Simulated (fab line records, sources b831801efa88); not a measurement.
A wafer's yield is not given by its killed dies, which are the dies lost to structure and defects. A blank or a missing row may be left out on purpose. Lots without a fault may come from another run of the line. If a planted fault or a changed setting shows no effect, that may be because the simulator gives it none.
fab line records + flow gf180mcu
[record]
- lots = 14
- wafers = 42
- last_day = 34
route steps=602 shown V4@491 MIM@510
lots with no fault: from the same line, run without faults
start_h: hours from the record's opening day to when the first of the lot's shown wafers began + wait_h: hours since the lot's step before + " as in the row above + L1.1+2: a row that stands for several wafers + - no value, or no start given + * or withheld: withheld + < > ~ a bound
route shown NAME@n: names a module that has steps shown in the file, with the first one's number in the route + usual: the fault-free wafers' mean and standard deviation + same: alike in all rows + chamber/n: place in a boat + sites: each site's reading + _std_site: how widely they spread, as a standard deviation + _edge_site: outer sites' mean less inner sites' + radius_mm: how far each site lies from the wafer's centre + mask NAME#n: copy n + behind: the last tool/chamber to shape the wafer + hold: why the lot was held/for how many hours/how that ended + device: the n, p or np transistor that did not switch + end of line: the same wafers' tests at the end of the route + a step with no rows: only its recipe + killed: dies lost to structure and defects at the first sort, not the wafer's yield + map: a wafer's dies, marking killed ones x, the rest . and places with no die _
set.NAME: the run value of the setting; set.NAME@STEP: its run value at that earlier step + model.NAME: the simulator's own value behind a step, which no gauge read
one table for each step of the route and one row for each wafer, over a sample of lots
services: the hour from which a tool's chamber was out of use, counted from the record's first day as start_h (under 0 if before that day), plus the number of hours and why
[[steps]]
[step GF_V4_OVL_MEAS_15]
[usual]
- V4_OVL = 0/7.1
| lot.wafer | tool       | chamber | start_h | wait_h | V4_OVL[nm] |
|-----------|------------|---------|---------|--------|------------|
| L304.1    | overlay-01 | -       | 564.32  | 0.1    | -6         |
| L304.4    | "          | -       | "       | "      | -15        |
| L304.6    | "          | -       | "       | "      | -10        |
| L305.2    | overlay-01 | -       | 571.40  | 0.1    | 0          |
| L305.5    | "          | -       | "       | "      | -14        |
| L305.6    | "          | -       | "       | "      | 3          |
| L306.2    | overlay-01 | -       | 582.20  | 0.1    | 14         |
| L306.3    | "          | -       | "       | "      | 7          |
| L306.4    | "          | -       | "       | "      | 4          |
| L308.2    | overlay-02 | -       | 598.77  | 0.1    | 7          |
| L308.3    | "          | -       | "       | "      | -9         |
| L308.6    | "          | -       | "       | "      | -2         |
| L310.1    | overlay-02 | -       | 606.87  | 0.1    | -4         |
| L310.4    | "          | -       | "       | "      | -3         |
| L310.6    | "          | -       | "       | "      | -1         |
| L311.1    | overlay-02 | -       | 610.49  | 0.1    | -6         |
| L311.5    | "          | -       | "       | "      | -6         |
| L311.6    | "          | -       | "       | "      | -2         |
| L312.3    | overlay-02 | -       | 623.33  | 0.1    | -1         |
| L312.4    | "          | -       | "       | "      | 11         |
| L312.5    | "          | -       | "       | "      | -4         |
| L314.4    | overlay-01 | -       | 639.71  | 0.1    | -6         |
| L314.5    | "          | -       | "       | "      | -16        |
| L314.6    | "          | -       | "       | "      | 5          |
| L316.2    | overlay-01 | -       | 655.35  | 0.1    | -2         |
| L316.3    | "          | -       | "       | "      | 6          |
| L316.4    | "          | -       | "       | "      | -4         |
| L317.1    | overlay-02 | -       | 662.22  | 0.1    | 2          |
| L317.4    | "          | -       | "       | "      | 3          |
| L317.5    | "          | -       | "       | "      | -2         |
| L323.2    | overlay-02 | -       | 703.47  | 0.1    | 4          |
| L323.3    | "          | -       | "       | "      | -5         |
| L323.4    | "          | -       | "       | "      | 8          |
| L326.1    | overlay-02 | -       | 725.29  | 0.1    | -3         |
| L326.2    | "          | -       | "       | "      | -10        |
| L326.5    | "          | -       | "       | "      | 0          |
| L325.1    | overlay-01 | -       | 727.61  | 0.1    | 19         |
| L325.3    | "          | -       | "       | "      | 11         |
| L325.5    | "          | -       | "       | "      | 20         |
| L327.1    | overlay-02 | -       | 733.29  | 0.1    | -7         |
| L327.3    | "          | -       | "       | "      | 3          |
| L327.6    | "          | -       | "       | "      | 0          |
[step GF_V4_STRIP_18]
[recipe]
- chemistry = O2/N2
- power_w = 1400
- pressure_mtorr = 1500
- platen_temp_c = 250
- o2_flow_sccm = 3000
- n2_flow_sccm = 300
- overash_fraction = 0.5
[usual]
- drypump_motor_current_A = 5.4/0.49
- heater_power_w = 364/68
- oes_product_au = 0.593/0.0048
- platen_temp_c = 250.00/0.17
| lot.wafer | tool            | chamber | start_h | wait_h | drypump_motor_current_A | heater_power_w | oes_product_au | platen_temp_c | rf_hours_counter_h |
|-----------|-----------------|---------|---------|--------|-------------------------|----------------|----------------|---------------|--------------------|
| L304.1    | plasma_asher-01 | 1       | 564.48  | -      | 5.4                     | 342            | 0.587          | 250.10        | 14                 |
| L304.4    | "               | 0       | "       | "      | 5.7                     | 311            | 0.597          | 250.07        | -                  |
| L304.6    | "               | 1       | "       | "      | 5.4                     | 342            | 0.601          | 249.92        | -                  |
| L305.2    | plasma_asher-04 | 0       | 571.56  | -      | 5.8                     | 284            | 0.590          | 250.05        | 94                 |
| L305.5    | "               | 0       | "       | "      | 5.7                     | 272            | 0.597          | 249.89        | -                  |
| L305.6    | "               | 1       | "       | "      | 4.7                     | 381            | 0.594          | 249.70        | -                  |
| L306.2    | plasma_asher-02 | 1       | 582.35  | -      | 4.9                     | 344            | 0.596          | 249.98        | 52                 |
| L306.3    | "               | 1       | "       | "      | 4.9                     | 348            | 0.585          | 250.10        | -                  |
| L306.4    | "               | 0       | "       | "      | 6.0                     | 479            | 0.589          | 250.12        | -                  |
| L308.2    | plasma_asher-04 | 0       | 599.00  | -      | 5.8                     | 281            | 0.588          | 249.89        | 97                 |
| L308.3    | "               | 0       | "       | "      | 5.8                     | 276            | 0.597          | 249.94        | -                  |
| L308.6    | "               | 0       | "       | "      | 5.8                     | 279            | 0.597          | 250.20        | -                  |
| L310.1    | plasma_asher-02 | 0       | 607.03  | -      | 6.0                     | 482            | 0.593          | 249.95        | 55                 |
| L310.4    | "               | 1       | "       | "      | 4.9                     | 355            | 0.597          | 249.84        | -                  |
| L310.6    | "               | 0       | "       | "      | 6.0                     | 495            | 0.586          | 249.87        | -                  |
| L311.1    | plasma_asher-04 | 0       | 610.66  | -      | 5.8                     | 273            | 0.588          | 249.93        | 99                 |
| L311.5    | "               | 0       | "       | "      | 5.8                     | 277            | 0.589          | 249.85        | -                  |
| L311.6    | "               | 1       | "       | "      | 4.7                     | 383            | 0.592          | 249.82        | -                  |
| L312.3    | plasma_asher-02 | 0       | 623.51  | -      | 6.0                     | 487            | 0.599          | 250.21        | -                  |
| L312.4    | "               | 1       | "       | "      | 4.9                     | 342            | 0.598          | 249.88        | -                  |
| L312.5    | "               | 0       | "       | "      | 6.0                     | 473            | 0.598          | 250.07        | -                  |
| L314.4    | plasma_asher-02 | 1       | 639.89  | -      | 4.9                     | 347            | 0.593          | 250.19        | -                  |
| L314.5    | "               | 0       | "       | "      | 6.0                     | 462            | 0.599          | 249.64        | -                  |
| L314.6    | "               | 1       | "       | "      | 4.9                     | 342            | 0.598          | 250.13        | -                  |
| L316.2    | plasma_asher-02 | 0       | 655.51  | -      | 6.0                     | 481            | 0.598          | 250.37        | 60                 |
| L316.3    | "               | 1       | "       | "      | 4.9                     | 342            | 0.596          | 250.09        | -                  |
| L316.4    | "               | 0       | "       | "      | 6.0                     | 492            | 0.593          | 249.92        | -                  |
| L317.1    | plasma_asher-02 | 0       | 662.38  | -      | 6.0                     | 481            | 0.590          | 249.91        | 61                 |
| L317.4    | "               | 1       | "       | "      | 4.9                     | 347            | 0.590          | 250.27        | -                  |
| L317.5    | "               | 0       | "       | "      | 6.0                     | 481            | 0.590          | 249.94        | -                  |
| L323.2    | plasma_asher-02 | 0       | 703.69  | -      | 6.0                     | 481            | 0.593          | 250.16        | 65                 |
| L323.3    | "               | 1       | "       | "      | 4.9                     | 342            | 0.595          | 250.15        | -                  |
| L323.4    | "               | 0       | "       | "      | 6.0                     | 474            | 0.591          | 249.60        | -                  |
| L326.1    | plasma_asher-04 | 0       | 725.45  | -      | 5.8                     | 276            | 0.588          | 249.99        | 111                |
| L326.2    | "               | 1       | "       | "      | 4.7                     | 384            | 0.591          | 250.07        | 111                |
| L326.5    | "               | 1       | "       | "      | 4.7                     | 394            | 0.591          | 250.05        | -                  |
| L325.1    | plasma_asher-01 | 1       | 727.78  | -      | 5.3                     | 350            | 0.598          | 250.09        | 31                 |
| L325.3    | "               | 1       | "       | "      | 5.4                     | 343            | 0.594          | 250.17        | -                  |
| L325.5    | "               | 1       | "       | "      | 5.3                     | 347            | 0.589          | 250.10        | -                  |
| L327.1    | plasma_asher-04 | 1       | 733.45  | -      | 4.7                     | 380            | 0.590          | 249.91        | 112                |
| L327.3    | "               | 0       | "       | "      | 5.8                     | 278            | 0.588          | 249.99        | -                  |
| L327.6    | "               | 1       | "       | "      | 4.7                     | 391            | 0.587          | 249.67        | -                  |
[step GF_V4_CVD_23]
[recipe]
- material = W
- target_thk_nm = 350
- time_s = 104.9
- temp_c = 400
- pressure_torr = 40
[usual]
- heater_power_w = 812/86
| lot.wafer | tool     | chamber | start_h | wait_h | heater_power_w |
|-----------|----------|---------|---------|--------|----------------|
| L304.1    | cvd_w-01 | 1       | 565.11  | 0.0    | 748            |
| L304.4    | "        | 1       | "       | "      | 763            |
| L304.6    | "        | 1       | "       | "      | 763            |
| L305.2    | cvd_w-01 | 0       | 572.22  | 0.0    | 940            |
| L305.5    | "        | 1       | "       | "      | 721            |
| L305.6    | "        | 0       | "       | "      | 915            |
| L306.2    | cvd_w-01 | 0       | 583.02  | 0.0    | 938            |
| L306.3    | "        | 1       | "       | "      | 758            |
| L306.4    | "        | 0       | "       | "      | 937            |
| L308.2    | cvd_w-02 | 1       | 599.63  | 0.0    | 840            |
| L308.3    | "        | 1       | "       | "      | 828            |
| L308.6    | "        | 0       | "       | "      | 705            |
| L310.1    | cvd_w-02 | 1       | 607.70  | 0.0    | 833            |
| L310.4    | "        | 0       | "       | "      | 724            |
| L310.6    | "        | 1       | "       | "      | 827            |
| L311.1    | cvd_w-01 | 1       | 611.30  | 0.0    | 759            |
| L311.5    | "        | 1       | "       | "      | 742            |
| L311.6    | "        | 1       | "       | "      | 763            |
| L312.3    | cvd_w-01 | 0       | 624.15  | 0.1    | 946            |
| L312.4    | "        | 1       | "       | "      | 758            |
| L312.5    | "        | 0       | "       | "      | 936            |
| L314.4    | cvd_w-02 | 0       | 640.54  | 0.1    | 706            |
| L314.5    | "        | 0       | "       | "      | 712            |
| L314.6    | "        | 1       | "       | "      | 871            |
| L316.2    | cvd_w-02 | 0       | 656.23  | 0.0    | 706            |
| L316.3    | "        | 1       | "       | "      | 825            |
| L316.4    | "        | 0       | "       | "      | 724            |
| L317.1    | cvd_w-01 | 1       | 663.01  | 0.0    | 753            |
| L317.4    | "        | 1       | "       | "      | 756            |
| L317.5    | "        | 1       | "       | "      | 767            |
| L323.2    | cvd_w-01 | 0       | 704.34  | 0.0    | 967            |
| L323.3    | "        | 1       | "       | "      | 753            |
| L323.4    | "        | 0       | "       | "      | 970            |
| L326.1    | cvd_w-01 | 1       | 726.43  | 0.0    | 771            |
| L326.2    | "        | 0       | "       | "      | 930            |
| L326.5    | "        | 1       | "       | "      | 769            |
| L325.1    | cvd_w-02 | 1       | 728.41  | 0.0    | 835            |
| L325.3    | "        | 1       | "       | "      | 847            |
| L325.5    | "        | 1       | "       | "      | 819            |
| L327.1    | cvd_w-01 | 0       | 734.09  | 0.0    | 935            |
| L327.3    | "        | 0       | "       | "      | 941            |
| L327.6    | "        | 0       | "       | "      | 948            |
[step GF_MIM_SPUTTER_07]
[recipe]
- material = TiN
- target_thk_nm = 60
- power_w = 6500
- time_s = 50
- chamber_pressure_pa = 0.4
[usual]
- cathode_dc_power_W = 6500.1/1.2
- chamber_pressure_pa = 0.4001/0.00076
- throttle_valve_pct = 29.7/1.4
| lot.wafer | tool           | chamber | start_h | wait_h | cathode_dc_power_W | chamber_pressure_pa | throttle_valve_pct |
|-----------|----------------|---------|---------|--------|--------------------|---------------------|--------------------|
| L304.1    | pvd_sputter-04 | -       | 566.02  | 0.1    | 6498.7             | 0.4006              | 27.5               |
| L304.4    | "              | -       | "       | "      | 6501.9             | 0.4006              | 30.2               |
| L304.6    | "              | -       | "       | "      | 6502.0             | 0.3996              | 30.1               |
| L305.2    | pvd_sputter-02 | -       | 573.13  | 0.0    | 6498.9             | 0.4004              | 28.0               |
| L305.5    | "              | -       | "       | "      | 6498.9             | 0.3994              | 30.8               |
| L305.6    | "              | -       | "       | "      | 6499.8             | 0.3998              | 30.8               |
| L306.2    | pvd_sputter-01 | -       | 583.92  | 0.0    | 6500.9             | 0.4001              | 27.8               |
| L306.3    | "              | -       | "       | "      | 6502.5             | 0.4013              | 30.9               |
| L306.4    | "              | -       | "       | "      | 6500.6             | 0.4000              | 29.4               |
| L308.2    | pvd_sputter-04 | -       | 600.53  | 0.0    | 6501.6             | 0.4006              | 29.7               |
| L308.3    | "              | -       | "       | "      | 6501.7             | 0.4011              | 29.6               |
| L308.6    | "              | -       | "       | "      | 6502.1             | 0.4017              | 30.3               |
| L310.1    | pvd_sputter-01 | -       | 608.61  | 0.1    | 6500.5             | 0.4009              | 27.5               |
| L310.4    | "              | -       | "       | "      | 6500.5             | 0.3993              | 32.1               |
| L310.6    | "              | -       | "       | "      | 6500.1             | 0.4000              | 27.6               |
| L311.1    | pvd_sputter-04 | -       | 612.32  | 0.1    | 6499.3             | 0.4005              | 29.4               |
| L311.5    | "              | -       | "       | "      | 6500.0             | 0.3998              | 30.2               |
| L311.6    | "              | -       | "       | "      | 6501.0             | 0.4010              | 29.6               |
| L312.3    | pvd_sputter-01 | -       | 625.02  | 0.0    | 6500.4             | 0.4008              | 27.5               |
| L312.4    | "              | -       | "       | "      | 6500.4             | 0.4007              | 31.8               |
| L312.5    | "              | -       | "       | "      | 6499.2             | 0.4001              | 27.6               |
| L314.4    | pvd_sputter-01 | -       | 641.63  | 0.0    | 6499.0             | 0.3995              | 27.8               |
| L314.5    | "              | -       | "       | "      | 6500.0             | 0.4000              | 30.8               |
| L314.6    | "              | -       | "       | "      | 6499.8             | 0.4002              | 32.2               |
| L316.2    | pvd_sputter-04 | -       | 657.14  | 0.0    | -                  | -                   | -                  |
| L316.3    | "              | -       | "       | "      | -                  | -                   | -                  |
| L316.4    | "              | -       | "       | "      | -                  | -                   | -                  |
| L317.1    | pvd_sputter-04 | -       | 663.92  | 0.1    | -                  | -                   | -                  |
| L317.4    | "              | -       | "       | "      | -                  | -                   | -                  |
| L317.5    | "              | -       | "       | "      | -                  | -                   | -                  |
| L323.2    | pvd_sputter-02 | -       | 705.24  | 0.0    | 6500.7             | 0.3993              | 30.9               |
| L323.3    | "              | -       | "       | "      | 6499.6             | 0.4005              | 30.8               |
| L323.4    | "              | -       | "       | "      | 6498.1             | 0.4003              | 28.4               |
| L326.1    | pvd_sputter-04 | -       | 727.33  | 0.1    | 6502.1             | 0.4004              | 29.6               |
| L326.2    | "              | -       | "       | "      | 6501.5             | 0.3997              | 27.1               |
| L326.5    | "              | -       | "       | "      | 6501.2             | 0.3996              | 29.3               |
| L325.1    | pvd_sputter-01 | -       | 729.32  | 0.1    | 6499.1             | 0.3998              | 29.5               |
| L325.3    | "              | -       | "       | "      | 6499.3             | 0.3993              | 27.6               |
| L325.5    | "              | -       | "       | "      | 6500.8             | 0.3989              | 27.6               |
| L327.1    | pvd_sputter-04 | -       | 735.02  | 0.1    | 6500.7             | 0.4016              | 27.0               |
| L327.3    | "              | -       | "       | "      | 6499.1             | 0.3991              | 29.4               |
| L327.6    | "              | -       | "       | "      | 6501.6             | 0.4010              | 27.3               |
[step GF_MIM_METAL_ETCH_19]
[recipe]
- chemistry = Cl2/BCl3
- mask_material = NOVOLAK
- stop_on = Si3N4
- target_depth_nm = 324.5
- pressure_mtorr = 8
- icp_w = 800
- bias_w = 140
- Cl2_flow_sccm = 80
- bcl3_flow_sccm = 40
- time_s = 54.1
[usual]
- drypump_motor_current_A = 5.4/0.62
- he_backside_leak_sccm = 3.23/0.2
- oes_product_au = 0.944/0.0056
- throttle_valve_pct = 28.280/0.0094
| lot.wafer | tool         | chamber | start_h | wait_h | drypump_motor_current_A | he_backside_leak_sccm | oes_product_au | rf_hours_counter_h | throttle_valve_pct |
|-----------|--------------|---------|---------|--------|-------------------------|-----------------------|----------------|--------------------|--------------------|
| L304.1    | rie_metal-01 | 0       | 586.57  | 0.1    | 6.4                     | 2.99                  | 0.942          | 10                 | 28.289             |
| L304.4    | "            | 0       | "       | "      | 6.4                     | 3.24                  | 0.952          | -                  | 28.273             |
| L304.6    | "            | 0       | "       | "      | 6.4                     | 3.11                  | 0.941          | -                  | 28.291             |
| L305.2    | rie_metal-01 | 0       | 594.87  | 0.1    | 6.4                     | 2.98                  | 0.961          | -                  | 28.283             |
| L305.5    | "            | 0       | "       | "      | 6.4                     | 2.58                  | 0.957          | -                  | 28.292             |
| L305.6    | "            | 0       | "       | "      | 6.4                     | 2.76                  | 0.951          | -                  | 28.268             |
| L306.2    | rie_metal-04 | 1       | 605.67  | 0.1    | 5.0                     | 3.31                  | 0.941          | 2                  | 28.293             |
| L306.3    | "            | 1       | "       | "      | 5.0                     | 3.24                  | 0.944          | -                  | 28.285             |
| L306.4    | "            | 0       | "       | "      | 5.4                     | 3.15                  | 0.947          | -                  | 28.275             |
| L308.2    | rie_metal-03 | 0       | 621.47  | 0.1    | 5.7                     | 3.10                  | 0.942          | 10                 | 28.281             |
| L308.3    | "            | 1       | "       | "      | 5.5                     | 3.17                  | 0.938          | -                  | 28.287             |
| L308.6    | "            | 0       | "       | "      | 5.7                     | 3.25                  | 0.937          | -                  | 28.292             |
| L310.1    | rie_metal-01 | 0       | 629.57  | 0.1    | 6.4                     | 3.33                  | 0.951          | 12                 | 28.277             |
| L310.4    | "            | 0       | "       | "      | 6.4                     | 3.00                  | 0.948          | -                  | 28.258             |
| L310.6    | "            | 0       | "       | "      | 6.4                     | 3.38                  | 0.929          | -                  | 28.294             |
| L311.1    | rie_metal-04 | 1       | 633.12  | 0.1    | 5.0                     | 3.49                  | 0.948          | 4                  | 28.268             |
| L311.5    | "            | 1       | "       | "      | 5.0                     | 3.51                  | 0.948          | -                  | 28.289             |
| L311.6    | "            | 1       | "       | "      | 5.0                     | 3.51                  | 0.950          | -                  | 28.283             |
| L312.3    | rie_metal-01 | 0       | 645.40  | 0.1    | 6.4                     | 2.96                  | 0.945          | -                  | 28.268             |
| L312.4    | "            | 1       | "       | "      | 4.7                     | 3.09                  | 0.942          | -                  | 28.281             |
| L312.5    | "            | 1       | "       | "      | 4.7                     | 2.97                  | 0.939          | -                  | 28.283             |
| L314.4    | rie_metal-01 | 1       | 661.79  | 0.1    | 4.7                     | 3.12                  | 0.945          | -                  | 28.287             |
| L314.5    | "            | 1       | "       | "      | 4.7                     | 3.03                  | 0.942          | -                  | 28.301             |
| L314.6    | "            | 1       | "       | "      | 4.7                     | 3.03                  | 0.931          | -                  | 28.285             |
| L316.2    | rie_metal-01 | 0       | 676.20  | 0.1    | 6.4                     | 2.93                  | 0.999          | 0                  | 28.223             |
| L316.3    | "            | 0       | "       | "      | 6.4                     | 3.09                  | 0.994          | -                  | 28.211             |
| L316.4    | "            | 1       | "       | "      | 4.7                     | 2.97                  | 0.985          | -                  | 28.218             |
| L317.1    | rie_metal-04 | 1       | 682.72  | 0.1    | 5.0                     | 3.25                  | 0.984          | 6                  | 28.220             |
| L317.4    | "            | 1       | "       | "      | 5.0                     | 3.31                  | 0.993          | -                  | 28.241             |
| L317.5    | "            | 0       | "       | "      | 5.4                     | 3.61                  | 0.990          | -                  | 28.234             |
| L323.2    | rie_metal-04 | 0       | 723.12  | 0.1    | 5.4                     | 3.42                  | 0.939          | 3                  | 28.281             |
| L323.3    | "            | 1       | "       | "      | 5.0                     | 3.36                  | 0.942          | -                  | 28.270             |
| L323.4    | "            | 0       | "       | "      | 5.4                     | 3.69                  | 0.947          | -                  | 28.295             |
| L326.1    | rie_metal-01 | 1       | 744.69  | 0.1    | 4.7                     | 3.12                  | 0.944          | 5                  | 28.280             |
| L326.2    | "            | 0       | "       | "      | 6.4                     | 3.30                  | 0.938          | 4                  | 28.297             |
| L326.5    | "            | 1       | "       | "      | 4.7                     | 3.23                  | 0.939          | -                  | 28.278             |
| L325.1    | rie_metal-04 | 0       | 746.02  | 0.1    | 5.4                     | 3.38                  | 0.944          | 4                  | 28.279             |
| L325.3    | "            | 1       | "       | "      | 5.0                     | 3.44                  | 0.941          | -                  | 28.287             |
| L325.5    | "            | 0       | "       | "      | 5.4                     | 3.36                  | 0.941          | -                  | 28.279             |
| L327.1    | rie_metal-04 | 0       | 751.67  | 0.1    | 5.4                     | 3.36                  | 0.940          | 5                  | 28.276             |
| L327.3    | "            | 1       | "       | "      | 5.0                     | 3.40                  | 0.941          | -                  | 28.271             |
| L327.6    | "            | 0       | "       | "      | 5.4                     | 3.33                  | 0.937          | -                  | 28.277             |
[[services]]
| tool            | chamber | start_h | hours | kind                   |
|-----------------|---------|---------|-------|------------------------|
| plasma_asher-04 | -       | 543.61  | 2.6   | repair                 |
| pvd_sputter-02  | -       | 543.85  | 2.1   | repair                 |
| rie_metal-01    | 1       | 547.45  | -     | clean                  |
| rie_metal-01    | 1       | 547.45  | 28.6  | scheduled_down         |
| rie_metal-01    | 1       | 547.45  | 28.6  | vent_cycle             |
| plasma_asher-02 | -       | 572.41  | 1.2   | repair                 |
| pvd_sputter-04  | -       | 576.97  | 2.0   | repair                 |
| rie_metal-01    | 1       | 582.99  | 19.5  | repair                 |
| plasma_asher-01 | -       | 599.88  | 2.1   | repair                 |
| cvd_w-01        | 0       | 606.12  | 10.3  | repair                 |
| pvd_sputter-04  | -       | 607.49  | 4.6   | repair                 |
| pvd_sputter-04  | 1       | 616.41  | -     | consumable_replace:kit |
| pvd_sputter-04  | 1       | 616.41  | 18.0  | scheduled_down         |
| cvd_w-02        | 0       | 622.93  | 3.8   | repair                 |
| rie_metal-03    | -       | 638.28  | 0.6   | repair                 |
| pvd_sputter-04  | -       | 660.01  | 0.6   | repair                 |
| plasma_asher-04 | -       | 662.68  | 1.1   | repair                 |
| rie_metal-01    | 0       | 683.24  | 6.5   | repair                 |
| rie_metal-01    | 1       | 692.20  | 21.5  | repair                 |
| pvd_sputter-01  | -       | 704.60  | 5.4   | repair                 |
| rie_metal-03    | -       | 717.92  | 10.0  | pm                     |
| plasma_asher-01 | -       | 731.25  | 2.0   | repair                 |
| plasma_asher-04 | -       | 733.75  | 9.0   | pm                     |
| cvd_w-02        | 1       | 734.27  | 4.1   | repair                 |
[[key]]
[first_sign]
- step = GF_MIM_SPUTTER_07
- reading = tool_record
- direction = missing
[effect]
- step = GF_MIM_METAL_ETCH_19
- reading = oes_product_au
- direction = up
- sigmas = 8.4
- usual = 0.944
- struck = 0.991
met_at GF_MIM_SPUTTER_07
struck_lots L316,L317
later_rows_left_out L316.2,L316.3,L316.4,L317.1,L317.4,L317.5
sort_left_out L316.2,L316.3,L316.4,L317.1,L317.4,L317.5
not_acting_at GF_V4_OVL_MEAS_15,GF_V4_STRIP_18,GF_V4_CVD_23
onset_between 612.32 657.14
[fault]
- kind = skipped_step_whole
- tool = pvd_sputter-04
- chamber = -
- onset_h = 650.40
- steps = GF_MIM_SPUTTER_07
- scope = struck_lots_only
// sort_left_out: the simulated sort isn't trusted on such a fault, so these wafers' sort isn't shown, and their yield isn't known
// later_rows_left_out: the simulator's readings of these wafers behind a module that went badly wrong aren't trusted and aren't shown, but for the sort
